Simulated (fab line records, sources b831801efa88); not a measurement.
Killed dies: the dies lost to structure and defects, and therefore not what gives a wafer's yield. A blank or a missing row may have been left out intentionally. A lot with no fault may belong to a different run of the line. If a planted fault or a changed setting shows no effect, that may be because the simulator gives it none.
Which tool is to blame?	flow gf180mcu	24 lots with 72 wafers sampled at 6 steps, on a route of 602 steps

== WHAT THE GAUGES READ, wafer by wafer ==
GF_V4_THK_MEAS_03.
lot	measured	on	V4_CVD_02_THK (nm)
L074	day 24 04:03	film-metro-02	844 834 856
L075	day 24 17:23	film-metro-01	849 865 868
L076	day 24 21:44	film-metro-01	843 851 859
L077	day 24 21:54	film-metro-01	825 842 850
L078	day 25 00:32	film-metro-01	847 852 856
L080	day 25 14:28	film-metro-03	837 828 850
L079	day 25 17:41	film-metro-03	845 843 844
L082	day 26 07:01	film-metro-03	850 841 851
L083	day 26 14:05	film-metro-01	846 855 857
L081	day 26 14:26	film-metro-03	855 837 856
L084	day 26 20:35	film-metro-03	867 851 866
L085	day 27 01:38	film-metro-03	838 853 861
L086	day 27 17:59	film-metro-03	840 845 866
L087	day 27 19:36	film-metro-01	826 841 849
L088	day 27 20:08	film-metro-03	847 849 850
L089	day 28 09:15	film-metro-03	841 841 860
L090	day 28 18:41	film-metro-01	851 847 859
L091	day 28 23:50	film-metro-02	849 859 861
L092	day 29 04:50	film-metro-03	849 843 851
L093	day 29 07:51	film-metro-03	854 857 860
L094	day 29 17:34	film-metro-03	850 867 847
L095	day 29 20:01	film-metro-02	826 835 846
L096	day 30 04:25	film-metro-01	826 830 846
L097	day 30 07:37	film-metro-01	875 876 869

GF_V5_THK_MEAS_01.
lot	measured	on	V5_CVD_00_THK (nm)
L074	day 26 23:05	film-metro-03	297.3 299.0 295.8
L075	day 27 11:37	film-metro-04	301.2 298.1 299.9
L076	day 27 15:50	film-metro-03	291.7 294.1 293.7
L077	day 27 16:10	film-metro-03	303.5 299.7 300.7
L078	day 27 19:06	film-metro-04	300.9 301.4 304.9
L080	day 28 06:21	film-metro-04	300.4 301.0 296.4
L079	day 28 10:05	film-metro-04	302.8 300.3 297.1
L082	day 28 21:56	film-metro-04	297.7 298.3 302.4
L083	day 29 04:13	film-metro-01	302.7 297.6 299.9
L081	day 29 05:02	film-metro-04	302.9 300.6 305.2
L084	day 29 12:17	film-metro-01	302.9 302.6 304.4
L085	day 29 16:39	film-metro-03	297.1 295.3 297.6
L086	day 30 08:31	film-metro-01	304.7 304.7 303.5
L087	day 30 10:28	film-metro-03	302.8 301.3 306.1
L088	day 30 10:45	film-metro-04	300.8 302.5 297.8
L089	day 30 22:14	film-metro-01	303.2 301.9 302.2
L090	day 31 06:04	film-metro-01	298.9 300.5 303.0
L091	day 31 11:04	film-metro-04	299.4 298.8 298.9
L092	day 31 15:50	film-metro-01	299.3 297.8 294.6
L093	day 31 19:53	film-metro-04	298.6 301.8 300.4
L094	day 32 02:58	film-metro-04	296.9 304.4 302.0
L095	day 32 05:40	film-metro-04	305.1 300.5 305.0
L096	day 32 12:41	film-metro-03	303.9 301.8 299.1
L097	day 32 15:50	film-metro-04	300.2 303.3 298.2

GF_TOP_METAL_RS_MEAS_05: measures by four-point-probe.
lot	measured	on	TOP_METAL_ALCU_RS (ohm/sq)
L074	day 27 22:23	film-metro-04	0.0325 0.0324 0.0325
L075	day 28 09:43	film-metro-04	0.0327 0.0328 0.0330
L076	day 28 13:51	film-metro-02	0.0331 0.0333 0.0332
L077	day 28 14:29	film-metro-04	0.0336 0.0334 0.0333
L078	day 28 17:29	film-metro-04	0.0318 0.0328 0.0328
L080	day 29 04:32	film-metro-03	0.0320 0.0324 0.0324
L079	day 29 08:01	film-metro-04	0.0328 0.0325 0.0328
L082	day 29 18:40	film-metro-03	0.0332 0.0329 0.0333
L083	day 30 01:59	film-metro-02	0.0330 0.0328 0.0330
L081	day 30 02:43	film-metro-04	0.0324 0.0324 0.0325
L084	day 30 09:58	film-metro-02	0.0322 0.0324 0.0324
L085	day 30 14:28	film-metro-02	0.0332 0.0332 0.0326
L086	day 31 04:41	film-metro-02	0.0333 0.0331 0.0331
L087	day 31 07:10	film-metro-03	0.0330 0.0325 0.0326
L088	day 31 07:29	film-metro-02	0.0327 0.0328 0.0328
L089	day 31 18:19	film-metro-02	0.0325 0.0326 0.0325
L090	day 32 02:08	film-metro-02	0.0323 0.0323 0.0322
L091	day 32 06:13	film-metro-02	0.0325 0.0325 0.0333
L092	day 32 10:57	film-metro-04	0.0321 0.0326 0.0322
L093	day 32 14:40	film-metro-04	0.0323 0.0324 0.0324
L094	day 32 21:52	film-metro-04	0.0323 0.0333 0.0330
L095	day 32 23:49	film-metro-03	0.0323 0.0323 0.0330
L096	day 33 06:33	film-metro-04	0.0328 0.0327 0.0329
L097	day 33 10:03	film-metro-04	0.0332 0.0323 0.0323

GF_TOP_METAL_OVL_MEAS_15.
lot	measured	on	TOP_METAL_OVL (nm)
L074	day 28 17:24	overlay-02	-1.4 -0.2 -0.3
L075	day 29 05:19	overlay-02	0.6 0.8 -1.1
L076	day 29 09:19	overlay-02	-0.4 -0.6 0.2
L077	day 29 10:12	overlay-02	-1.3 -1.1 -2.0
L078	day 29 13:00	overlay-02	0.2 0.9 0.7
L080	day 29 23:57	overlay-01	-0.2 -0.9 -0.8
L079	day 30 03:01	overlay-02	-3.7 -0.7 -1.5
L082	day 30 13:48	overlay-02	-0.6 1.3 -0.7
L083	day 30 19:49	overlay-01	-1.4 -0.7 -1.3
L081	day 30 21:18	overlay-01	-0.9 -0.5 -0.3
L084	day 31 04:09	overlay-01	0.8 -0.9 0.8
L085	day 31 08:37	overlay-02	-0.6 -2.1 -0.2
L086	day 31 22:04	overlay-02	-0.8 -1.2 -0.1
L087	day 32 00:37	overlay-01	-2.1 -2.3 -0.8
L088	day 32 01:09	overlay-02	1.7 0.6 0.1
L089	day 32 10:55	overlay-02	0.0 -1.2 -0.7
L090	day 32 19:01	overlay-02	0.5 0.1 1.2
L091	day 32 22:25	overlay-02	-0.3 0.5 1.0
L092	day 33 03:19	overlay-02	1.5 1.2 2.4
L093	day 33 06:54	overlay-01	1.3 1.0 1.4
L094	day 33 14:16	overlay-01	-0.3 -0.6 1.4
L095	day 33 15:19	overlay-02	0.1 0.1 0.0
L096	day 33 22:10	overlay-01	0.5 -0.3 3.4
L097	day 34 01:28	overlay-01	0.6 -0.1 -1.3

== EACH LOT AND THE TOOL THAT RAN IT (in order: tool; ch and the chambers of the sampled wafers; start) ==
lot	GF_V4_ETCH_16	GF_MIM_SPUTTER_07
L074	rie-diel-01 ch 2,3, day 25 02:23	pvd-sputter-03, day 25 04:04
L075	rie-diel-02 ch 1,2,3, day 25 15:11	pvd-sputter-03, day 25 16:55
L076	rie-diel-02 ch 1,2, day 25 19:59	pvd-sputter-01, day 25 22:00
L077	rie-diel-04 ch 0,1, day 25 20:20	pvd-sputter-03, day 25 22:02
L078	rie-diel-02 ch 0,1,2, day 25 22:32	pvd-sputter-01, day 26 00:13
L080	rie-diel-04 ch 0,1,2, day 26 12:02	pvd-sputter-03, day 26 13:43
L079	rie-diel-01 ch 0,1, day 26 15:26	pvd-sputter-01, day 26 17:07
L082	rie-diel-02 ch 0,1,2, day 27 03:41	pvd-sputter-03, day 27 05:41
L083	rie-diel-04 ch 1,2,3, day 27 10:53	pvd-sputter-01, day 27 12:34
L081	rie-diel-01 ch 0,3, day 27 11:14	pvd-sputter-01, day 27 12:55
L084	rie-diel-04 ch 1,2,3, day 27 17:59	pvd-sputter-03, day 27 19:40
L085	rie-diel-02 ch 0,1,3, day 27 22:20	pvd-sputter-01, day 28 00:01
L086	rie-diel-01 ch 0,2,3, day 28 14:41	pvd-sputter-01, day 28 16:23
L087	rie-diel-04 ch 0,3, day 28 16:17	pvd-sputter-02, day 28 17:58
L088	rie-diel-01 ch 0,3, day 28 16:53	pvd-sputter-02, day 28 18:35
L089	rie-diel-02 ch 0,1, day 29 05:05	pvd-sputter-01, day 29 07:10
L090	rie-diel-01 ch 0,1, day 29 14:38	pvd-sputter-01, day 29 16:20
L091	rie-diel-01 ch 1,2, day 29 20:11	pvd-sputter-01, day 29 21:56
L092	rie-diel-02 ch 0,1, day 30 00:28	pvd-sputter-01, day 30 02:19
L093	rie-diel-01 ch 0,1,2, day 30 04:53	pvd-sputter-01, day 30 06:34
L094	rie-diel-04 ch 0,1,2, day 30 13:32	pvd-sputter-01, day 30 15:14
L095	rie-diel-04 ch 0,1,2, day 30 15:41	pvd-sputter-01, day 30 17:23
L096	rie-diel-04 ch 1,2, day 30 23:11	pvd-sputter-03, day 31 00:52
L097	rie-diel-04 ch 1,2, day 31 02:05	pvd-sputter-01, day 31 03:47
- GF_V4_ETCH_16: etches BARC in N2/H2.
- GF_MIM_SPUTTER_07: material TiN, target thk 60 nm, time 50 s.

== AS READ BY THE TOOLS THEMSELVES (means over the sampled wafers that have a number; for cases with no such wafer, the mark the record gives instead) ==
GF_V4_ETCH_16.
lot	tool	bias-w (W)	drypump-motor-current-A (A)	n2-flow-sccm (sccm)	oes-product-au (a.u.)	throttle-valve-pct (%)
L074	rie-diel-01	99.9	5.9	99.6	0.858	13.231
L075	rie-diel-02	100.0	5.3	99.9	0.858	13.234
L076	rie-diel-02	100.0	5.5	100.2	0.861	13.230
L077	rie-diel-04	99.6	5.6	99.8	0.855	13.233
L078	rie-diel-02	100.2	5.5	99.7	0.857	13.220
L080	rie-diel-04	100.3	5.4	100.0	0.851	13.221
L079	rie-diel-01	100.3	5.2	100.1	0.856	13.229
L082	rie-diel-02	100.3	5.4	100.2	0.848	13.230
L083	rie-diel-04	100.3	5.4	99.9	0.854	13.237
L081	rie-diel-01	100.1	6.0	100.0	0.856	13.230
L084	rie-diel-04	100.0	5.4	99.9	0.858	13.226
L085	rie-diel-02	99.9	5.6	100.1	0.858	13.216
L086	rie-diel-01	99.9	5.8	99.8	0.855	13.223
L087	rie-diel-04	99.7	5.7	100.3	0.856	13.227
L088	rie-diel-01	100.0	5.9	100.1	0.853	13.227
L089	rie-diel-02	99.8	5.8	99.9	0.852	13.223
L090	rie-diel-01	99.9	5.2	99.8	0.856	13.222
L091	rie-diel-01	100.0	5.1	100.1	0.856	13.218
L092	rie-diel-02	100.1	5.7	100.0	0.857	13.228
L093	rie-diel-01	99.9	5.4	100.1	0.854	13.226
L094	rie-diel-04	100.2	5.3	99.8	0.854	13.223
L095	rie-diel-04	100.3	5.4	100.0	0.854	13.226
L096	rie-diel-04	100.4	5.2	99.9	0.851	13.220
L097	rie-diel-04	99.6	5.2	100.3	0.860	13.223

GF_MIM_SPUTTER_07.
lot	tool	throttle-valve-pct (%)
L074	pvd-sputter-03	30.4
L075	pvd-sputter-03	29.0
L076	pvd-sputter-01	29.0
L077	pvd-sputter-03	29.1
L078	pvd-sputter-01	29.2
L080	pvd-sputter-03	30.0
L079	pvd-sputter-01	27.6
L082	pvd-sputter-03	29.9
L083	pvd-sputter-01	30.5
L081	pvd-sputter-01	28.6
L084	pvd-sputter-03	29.9
L085	pvd-sputter-01	29.9
L086	pvd-sputter-01	29.0
L087	pvd-sputter-02	29.2
L088	pvd-sputter-02	30.4
L089	pvd-sputter-01	28.8
L090	pvd-sputter-01	29.1
L091	pvd-sputter-01	29.0
L092	pvd-sputter-01	30.0
L093	pvd-sputter-01	29.7
L094	pvd-sputter-01	29.4
L095	pvd-sputter-01	29.9
L096	pvd-sputter-03	28.8
L097	pvd-sputter-01	30.0

== THE ANSWER, worked out from the rows above alone ==
Rule: what is usual is taken from the lots themselves. Put in order of their means at a reading, lots are off if they are a third of the lots or fewer, leave a main group of 4 or more, and stand apart from it by a gap of 3 or more times the standard deviation of the main group's means; of several such gaps the widest counts. Not used: any main group whose means are identical at the precision the tables above print for the reading. Also off: a lot with no number at a reading for which 4 or more lots have one. Where the step has rows for the other lots, those lots are counted as sound. Order of review: gauges by route order, followed by the tools' own readings, for which a lot's mean as printed above is used. The first step at which some lot is off is used, and at that step the reading that is off furthest; a lot without a number counts as furthest.
Across all readings shown, no lot is off: no conclusion can be drawn from this.

== WHAT WAS PUT IN BY THE SIMULATOR ==
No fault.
